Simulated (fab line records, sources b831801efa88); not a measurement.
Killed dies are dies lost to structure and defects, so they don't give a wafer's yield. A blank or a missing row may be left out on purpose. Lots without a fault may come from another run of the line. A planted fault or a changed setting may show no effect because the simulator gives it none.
A struck lot beside a sound one | flow sfq_line | 14 steps out of a route of 325
Sound: wafers L941.1, L941.5, L941.6. Struck: wafer L960.6. (L960.3, L960.4 of the same lot were not struck and are left out.) The cause comes at the end.
At each step with rows: each side's tool, then ch and its chambers, then its first start. Under that, the readings that differ: sound wafers | struck wafers | difference of the means | sigmas: that difference in standard deviations of wafers without a fault.
alike: readings whose means differ by less than 2 such deviations, and words and numbers that are the same on both sides. not compared: withheld readings, readings that some wafer has no value for, bounds like >300 that may hide the same value, and numbers for which the record gives no deviation and whose values overlap.
The two part at a step that has a row with sigmas, a row that says differs or no value, or rows on one side only. Numbers that don't overlap but have no deviation are shown without sigmas and don't part them. A reading that every wafer of one side lacks parts them only if that side has two wafers or more.

SFQ_INCOMING_BOW_MEAS_900:
  sound on film_metro-02, day 1 10:00; struck on film_metro-02, day 5 09:02
  alike: INCOMING_BOW
then, 1 step without rows for these wafers: SFQ_TRILAYER_INCOMING_OXIDATION_002 (target thk 500 nm, ox time 4939 s).
SFQ_TRILAYER_L0_DEP_SPUTTER_003: material MoNx KI, target thk 40 nm, time 100 s.
  sound on pvd_sputter-05, day 1 12:29; struck on pvd_sputter-05, day 5 11:29
  alike: throttle_valve_pct
SFQ_L0_RS_MEAS_901: measures by four-point-probe.
  sound on film_metro-02, day 1 12:34; struck on film_metro-02, day 5 11:36
  reading                | sound          | struck | difference | sigmas
  L0_MONX_KI_RS (ohm/sq) | 44.6 44.3 44.6 | 46.0   | +1.5       | +4
SFQ_L0_THK_MEAS_902: measures by xrf.
  sound on film_metro-02, day 1 12:41; struck on film_metro-02, day 5 11:42
  reading             | sound          | struck | difference | sigmas
  L0_MONX_KI_THK (nm) | 38.6 39.1 38.7 | 37.5   | -1.3       | -3
then, 6 steps without rows for these wafers: SFQ_TRILAYER_L0_LITHO_COAT_010 (resist thk 62 nm); SFQ_TRILAYER_L0_LITHO_COAT_005 (resist thk 600 nm); SFQ_TRILAYER_L0_LITHO_SOFTBAKE_009; SFQ_TRILAYER_L0_LITHO_EXPOSE_006 (exposes mask L0, target cd 2000 nm); SFQ_TRILAYER_L0_LITHO_PEB_008 (peb time 60 s); SFQ_TRILAYER_L0_LITHO_DEVELOP_007 (time 60 s).
-- the record jumps here: 3 days lie between the struck wafers' starts before and after --
SFQ_TRILAYER_L0_BARC_OPEN_METAL_ETCH_010: etches BARC in O2, target depth 125 nm, time 41.7 s.
  sound on rie_metal-01 ch 1, day 3 21:11; struck on rie_metal-04 ch 0, day 8 19:59
  reading                     | sound             | struck | difference | sigmas
  drypump_motor_current_A (A) | 5.4 5.5 5.5       | 6.2    | +0.7       | +2
  rf_fwd_power_W (W)          | 591.0 594.4 596.8 | 588.7  | -5.4       | -2
  alike: oes_product_au
  not compared: rf_hours_counter_h
SFQ_TRILAYER_L0_ETCH_METAL_ETCH_008: etches MoNx KI in SF6/O2, stops on SiO2, target depth 50 nm, time 25 s.
  sound on rie_metal-01 ch 1, day 3 21:18; struck on rie_metal-04 ch 0, day 8 20:02
  reading                     | sound             | struck | difference | sigmas
  drypump_motor_current_A (A) | 5.5 5.4 5.5       | 6.2    | +0.7       | +2
  oes_product_au (a.u.)       | 0.858 0.865 0.861 | 0.849  | -0.012     | -2
  rf_fwd_power_W (W)          | 594 594 595       | 585    | -9         | -3
  not compared: rf_hours_counter_h
SFQ_TRILAYER_L0_STRIP_STRIP_009: strips in O2.
  sound on rie_metal-01 ch 1, day 3 21:23; struck on rie_metal-04 ch 0, day 8 20:16
  reading                     | sound       | struck | difference | sigmas
  drypump_motor_current_A (A) | 5.4 5.5 5.5 | 6.2    | +0.7       | +2
  alike: oes_product_au, platen_temp_c
  not compared: rf_hours_counter_h

WHERE THEY PART
First at SFQ_L0_RS_MEAS_901; last, within this record, at SFQ_TRILAYER_L0_STRIP_STRIP_009.

WHY: what the simulator had put in
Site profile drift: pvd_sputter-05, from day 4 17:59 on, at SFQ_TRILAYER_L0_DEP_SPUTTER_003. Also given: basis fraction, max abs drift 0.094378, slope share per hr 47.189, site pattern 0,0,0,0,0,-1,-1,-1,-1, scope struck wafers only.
